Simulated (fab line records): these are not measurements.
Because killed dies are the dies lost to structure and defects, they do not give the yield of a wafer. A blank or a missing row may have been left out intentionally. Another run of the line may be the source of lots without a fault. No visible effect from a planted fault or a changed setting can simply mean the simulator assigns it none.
What tool caused it? | flow gf180mcu | 24 lots, 72 wafers sampled, at 5 steps of a route of 602

WHAT THE GAUGES READ, wafer by wafer
GF_V3_OVL_MEAS_15. Usual: V3_OVL -3 nm, standard deviation 5.7.
lot  | measured     | on         | V3_OVL (nm) | flag
L074 | day 22 05:05 | overlay-02 | 1 -9 0      |
L075 | day 22 10:55 | overlay-01 | 2 -1 2      |
L076 | day 22 20:54 | overlay-02 | 2 1 1       |
L077 | day 23 03:26 | overlay-01 | -6 -8 -12   |
L078 | day 23 15:28 | overlay-02 | 1 -5 -4     |
L079 | day 23 23:23 | overlay-02 | -9 -6 -6    |
L080 | day 24 11:11 | overlay-02 | 10 -1 11    |
L081 | day 25 01:12 | overlay-01 | -11 -3 -1   |
L082 | day 25 01:47 | overlay-01 | -10 -11 -13 |
L083 | day 25 17:07 | overlay-01 | 0 3 3       |
L084 | day 25 22:40 | overlay-02 | -2 2 4      |
L085 | day 26 07:03 | overlay-02 | -9 -10 -11  |
L086 | day 26 15:30 | overlay-02 | -4 2 5      |
L087 | day 26 16:22 | overlay-01 | -13 -3 -7   |
L088 | day 27 01:55 | overlay-02 | 3 7 2       |
L089 | day 27 08:54 | overlay-01 | -4 -17 -4   |
L090 | day 27 15:51 | overlay-01 | -5 -2 -11   |
L091 | day 27 22:36 | overlay-02 | -12 -8 -14  |
L092 | day 28 00:54 | overlay-01 | -1 4 1      |
L093 | day 28 16:10 | overlay-01 | -10 -13 -11 |
L094 | day 28 20:09 | overlay-01 | 1 1 -6      |
L095 | day 29 08:08 | overlay-01 | -2 3 -3     |
L096 | day 29 17:33 | overlay-01 | -5 -3 -5    |
L097 | day 29 19:11 | overlay-01 | -4 0 -2     |

GF_V3_THK_MEAS_25: measures by xrf. Usual: V3_W_THK 358 nm, standard deviation 6.7.
lot  | measured     | on            | V3_W_THK (nm) | flag
L074 | day 22 06:08 | film-metro-02 | 358 353 366   |
L075 | day 22 11:58 | film-metro-02 | 354 352 364   |
L076 | day 22 21:58 | film-metro-03 | 356 361 362   |
L077 | day 23 04:28 | film-metro-02 | 355 351 357   |
L078 | day 23 16:30 | film-metro-04 | 361 347 357   |
L079 | day 24 00:26 | film-metro-03 | 370 363 367   |
L080 | day 24 12:17 | film-metro-03 | 359 366 360   |
L081 | day 25 02:14 | film-metro-02 | 349 352 357   |
L082 | day 25 02:53 | film-metro-04 | 350 348 349   |
L083 | day 25 18:09 | film-metro-02 | 358 358 354   |
L084 | day 26 00:03 | film-metro-02 | 358 358 357   |
L085 | day 26 08:31 | film-metro-02 | 357 358 353   |
L086 | day 26 16:35 | film-metro-02 | 354 359 357   |
L087 | day 26 17:26 | film-metro-03 | 359 363 350   |
L088 | day 27 02:57 | film-metro-02 | 356 359 348   |
L089 | day 27 09:56 | film-metro-04 | 358 342 341   |
L090 | day 27 16:54 | film-metro-03 | 365 363 367   |
L091 | day 27 23:39 | film-metro-03 | 359 350 361   |
L092 | day 28 01:56 | film-metro-03 | 370 364 358   |
L093 | day 28 17:13 | film-metro-03 | 366 361 360   |
L094 | day 28 21:11 | film-metro-02 | 348 356 345   |
L095 | day 29 09:10 | film-metro-03 | 372 369 363   |
L096 | day 29 18:35 | film-metro-03 | 369 372 369   |
L097 | day 29 20:13 | film-metro-04 | 355 356 348   |

EACH LOT AND THE TOOL THAT RAN IT (in order: tool; ch and the chambers of the sampled wafers; start)
lot  | GF_V1_ETCH_17                                 | GF_V3_ETCH_17                                 | GF_V3_SPUTTER_22
L074 | rie-diel-01 ch 0,2,3, day 22 05:05 or earlier | rie-diel-01 ch 0,1, day 22 05:51 or earlier   | pvd-sputter-02, day 22 05:51
L075 | rie-diel-03 ch 0,1, day 22 10:55 or earlier   | rie-diel-02 ch 1,2,3, day 22 11:40 or earlier | pvd-sputter-01, day 22 11:40
L076 | rie-diel-03 ch 2,3, day 22 20:54 or earlier   | rie-diel-01 ch 2,3, day 22 21:42 or earlier   | pvd-sputter-04, day 22 21:42
L077 | rie-diel-01 ch 0,2,3, day 23 03:26 or earlier | rie-diel-02 ch 0,1, day 23 04:12 or earlier   | pvd-sputter-02, day 23 04:12
L078 | rie-diel-01 ch 0,1,3, day 23 15:28 or earlier | rie-diel-01 ch 0,2, day 23 16:13 or earlier   | pvd-sputter-04, day 23 16:13
L079 | rie-diel-01 ch 0,2,3, day 23 23:23 or earlier | rie-diel-01 ch 0,1,3, day 24 00:09 or earlier | pvd-sputter-04, day 24 00:09
L080 | rie-diel-03 ch 2,3, day 24 11:11 or earlier   | rie-diel-01 ch 1,3, day 24 12:01 or earlier   | pvd-sputter-04, day 24 12:01
L081 | rie-diel-02 ch 2,3, day 25 01:12 or earlier   | rie-diel-04 ch 0,1,2, day 25 01:56 or earlier | pvd-sputter-01, day 25 01:56
L082 | rie-diel-02 ch 0,1,3, day 25 01:47 or earlier | rie-diel-02 ch 1,2,3, day 25 02:37 or earlier | pvd-sputter-02, day 25 02:37
L083 | rie-diel-01 ch 0,2, day 25 17:07 or earlier   | rie-diel-04 ch 0,2, day 25 17:52 or earlier   | pvd-sputter-02, day 25 17:52
L084 | rie-diel-01 ch 0,1,3, day 25 22:40 or earlier | rie-diel-01 ch 0,2, day 25 23:46 or earlier   | pvd-sputter-04, day 25 23:46
L085 | rie-diel-01 ch 0,1,2, day 26 07:03 or earlier | rie-diel-04 ch 1,2, day 26 08:14 or earlier   | pvd-sputter-04, day 26 08:14
L086 | rie-diel-02 ch 0,2, day 26 15:30 or earlier   | rie-diel-02 ch 0,1,2, day 26 16:17 or earlier | pvd-sputter-02, day 26 16:17
L087 | rie-diel-02 ch 0,1,3, day 26 16:22 or earlier | rie-diel-04 ch 1,2, day 26 17:09 or earlier   | pvd-sputter-04, day 26 17:09
L088 | rie-diel-03 ch 0,1,3, day 27 01:55 or earlier | rie-diel-01 ch 0,1,2, day 27 02:40 or earlier | pvd-sputter-01, day 27 02:40
L089 | rie-diel-02 ch 0,1,2, day 27 08:54 or earlier | rie-diel-01 ch 0,2,3, day 27 09:40 or earlier | pvd-sputter-01, day 27 09:40
L090 | rie-diel-02 ch 0,1,2, day 27 15:51 or earlier | rie-diel-04 ch 0,1,2, day 27 16:37 or earlier | pvd-sputter-02, day 27 16:37
L091 | rie-diel-01 ch 0,1, day 27 22:36 or earlier   | rie-diel-01 ch 0,1,2, day 27 23:20 or earlier | pvd-sputter-01, day 27 23:20
L092 | rie-diel-02 ch 0,2,3, day 28 00:54 or earlier | rie-diel-04 ch 0,2,3, day 28 01:40 or earlier | pvd-sputter-01, day 28 01:40
L093 | rie-diel-02 ch 1,2, day 28 16:10 or earlier   | rie-diel-01 ch 0,2,3, day 28 16:55 or earlier | pvd-sputter-04, day 28 16:55
L094 | rie-diel-01 ch 1,2, day 28 20:09 or earlier   | rie-diel-02 ch 1,2,3, day 28 20:54 or earlier | pvd-sputter-02, day 28 20:54
L095 | rie-diel-01 ch 0,3, day 29 08:08 or earlier   | rie-diel-04 ch 1,2,3, day 29 08:53 or earlier | pvd-sputter-01, day 29 08:53
L096 | rie-diel-01 ch 0,1, day 29 17:33 or earlier   | rie-diel-01 ch 0,2,3, day 29 18:19 or earlier | pvd-sputter-01, day 29 18:19
L097 | rie-diel-02 ch 2,3, day 29 19:11 or earlier   | rie-diel-01 ch 0,1,3, day 29 19:56 or earlier | pvd-sputter-04, day 29 19:56
- GF_V1_ETCH_17: etches SiO2 in C4F8/O2/Ar, stops on TiN, target depth 630 nm.
- GF_V3_ETCH_17: etches SiO2 in C4F8/O2/Ar, stops on TiN, target depth 635 nm.
- GF_V3_SPUTTER_22: material TiN, target thk 10 nm, time 40 s.

AS READ BY THE TOOLS THEMSELVES (means over the sampled wafers that have a number; for cases with no such wafer, the mark the record gives instead)
GF_V1_ETCH_17. Usual: bias-w 1200 W, standard deviation 3.5; oes-product-au 0.855 a.u., standard deviation 0.0047; rf-fwd-power-W 1494 W, standard deviation 5.
lot  | tool        | bias-w (W) | oes-product-au (a.u.) | rf-fwd-power-W (W) | flag
L074 | rie-diel-01 | 1200       | 0.854                 | 1489               |
L075 | rie-diel-03 | 1203       | 0.857                 | 1494               |
L076 | rie-diel-03 | 1201       | 0.855                 | 1494               |
L077 | rie-diel-01 | 1199       | 0.857                 | 1496               |
L078 | rie-diel-01 | 1203       | 0.856                 | 1493               |
L079 | rie-diel-01 | 1202       | 0.856                 | 1494               |
L080 | rie-diel-03 | 1201       | 0.855                 | 1496               |
L081 | rie-diel-02 | 1198       | 0.852                 | 1491               |
L082 | rie-diel-02 | 1201       | 0.859                 | 1495               |
L083 | rie-diel-01 | 1204       | 0.859                 | 1500               |
L084 | rie-diel-01 | 1200       | 0.854                 | 1494               |
L085 | rie-diel-01 | 1202       | 0.859                 | 1490               |
L086 | rie-diel-02 | 1201       | 0.854                 | 1495               |
L087 | rie-diel-02 | 1198       | 0.861                 | 1495               |
L088 | rie-diel-03 | 1202       | 0.856                 | 1493               |
L089 | rie-diel-02 | 1198       | 0.857                 | 1490               |
L090 | rie-diel-02 | 1203       | 0.849                 | 1492               |
L091 | rie-diel-01 | 1203       | 0.858                 | 1486               |
L092 | rie-diel-02 | 1200       | 0.856                 | 1491               |
L093 | rie-diel-02 | 1202       | 0.849                 | 1497               |
L094 | rie-diel-01 | 1204       | 0.858                 | 1494               |
L095 | rie-diel-01 | 1198       | 0.854                 | 1491               |
L096 | rie-diel-01 | 1201       | 0.853                 | 1496               |
L097 | rie-diel-02 | 1201       | 0.856                 | 1497               |

GF_V3_ETCH_17. Usual: bias-w 1200 W, standard deviation 3.6; oes-product-au 0.845 a.u., standard deviation 0.0046; rf-fwd-power-W 1493 W, standard deviation 4.5.
lot  | tool        | bias-w (W) | oes-product-au (a.u.) | rf-fwd-power-W (W) | flag
L074 | rie-diel-01 | 1203       | 0.845                 | 1492               |
L075 | rie-diel-02 | 1198       | 0.847                 | 1496               |
L076 | rie-diel-01 | 1198       | 0.852                 | 1494               |
L077 | rie-diel-02 | 1200       | 0.845                 | 1493               |
L078 | rie-diel-01 | 1198       | 0.846                 | 1494               |
L079 | rie-diel-01 | 1202       | 0.847                 | 1491               |
L080 | rie-diel-01 | 1199       | 0.847                 | 1490               |
L081 | rie-diel-04 | 1200       | 0.849                 | 1493               |
L082 | rie-diel-02 | 1201       | 0.842                 | 1498               |
L083 | rie-diel-04 | 1204       | 0.842                 | 1496               |
L084 | rie-diel-01 | 1201       | 0.845                 | 1492               |
L085 | rie-diel-04 | 1201       | 0.842                 | 1495               |
L086 | rie-diel-02 | 1198       | 0.842                 | 1496               |
L087 | rie-diel-04 | 1199       | 0.845                 | 1492               |
L088 | rie-diel-01 | 1199       | 0.848                 | 1495               |
L089 | rie-diel-01 | 1202       | 0.845                 | 1494               |
L090 | rie-diel-04 | 1204       | 0.846                 | 1495               |
L091 | rie-diel-01 | 1198       | 0.843                 | 1491               |
L092 | rie-diel-04 | 1201       | 0.846                 | 1497               |
L093 | rie-diel-01 | 1203       | 0.848                 | 1493               |
L094 | rie-diel-02 | 1201       | 0.845                 | 1492               |
L095 | rie-diel-04 | 1200       | 0.848                 | 1493               |
L096 | rie-diel-01 | 1202       | 0.844                 | 1493               |
L097 | rie-diel-01 | 1200       | 0.849                 | 1490               |

GF_V3_SPUTTER_22. Usual: throttle-valve-pct at 30.1 %, with a standard deviation of 0.84.
lot  | tool           | throttle-valve-pct (%) | flag
L074 | pvd-sputter-02 | 30.2                   |
L075 | pvd-sputter-01 | 30.6                   |
L076 | pvd-sputter-04 | 29.6                   |
L077 | pvd-sputter-02 | 30.3                   |
L078 | pvd-sputter-04 | 29.8                   |
L079 | pvd-sputter-04 | 29.7                   |
L080 | pvd-sputter-04 | 29.5                   |
L081 | pvd-sputter-01 | 30.2                   |
L082 | pvd-sputter-02 | 30.2                   |
L083 | pvd-sputter-02 | 30.7                   |
L084 | pvd-sputter-04 | 29.6                   |
L085 | pvd-sputter-04 | 29.9                   |
L086 | pvd-sputter-02 | 30.1                   |
L087 | pvd-sputter-04 | 30.1                   |
L088 | pvd-sputter-01 | 30.6                   |
L089 | pvd-sputter-01 | 29.9                   |
L090 | pvd-sputter-02 | 30.1                   |
L091 | pvd-sputter-01 | 30.5                   |
L092 | pvd-sputter-01 | 30.3                   |
L093 | pvd-sputter-04 | 29.7                   |
L094 | pvd-sputter-02 | 30.4                   |
L095 | pvd-sputter-01 | 29.9                   |
L096 | pvd-sputter-01 | 29.4                   |
L097 | pvd-sputter-04 | 29.5                   |

THE ANSWER, worked out from the rows above alone
Rule: a lot is off if the mean of its wafers that have a number lies more than 3 standard deviations from the usual mean. A lot without any number at a reading at which 4 lots or more have one is off too. The other lots that the step has rows for count as sound. After the gauges, taken in route order, come the tools' own readings; for these a lot's mean is taken, as printed above. The first step at which some lot is off is used, and at that step the reading that is off furthest; a lot without a number counts as furthest.
Nothing can be told from this: no lot is off at any reading shown.

WHAT HAD BEEN PUT IN BY THE SIMULATOR
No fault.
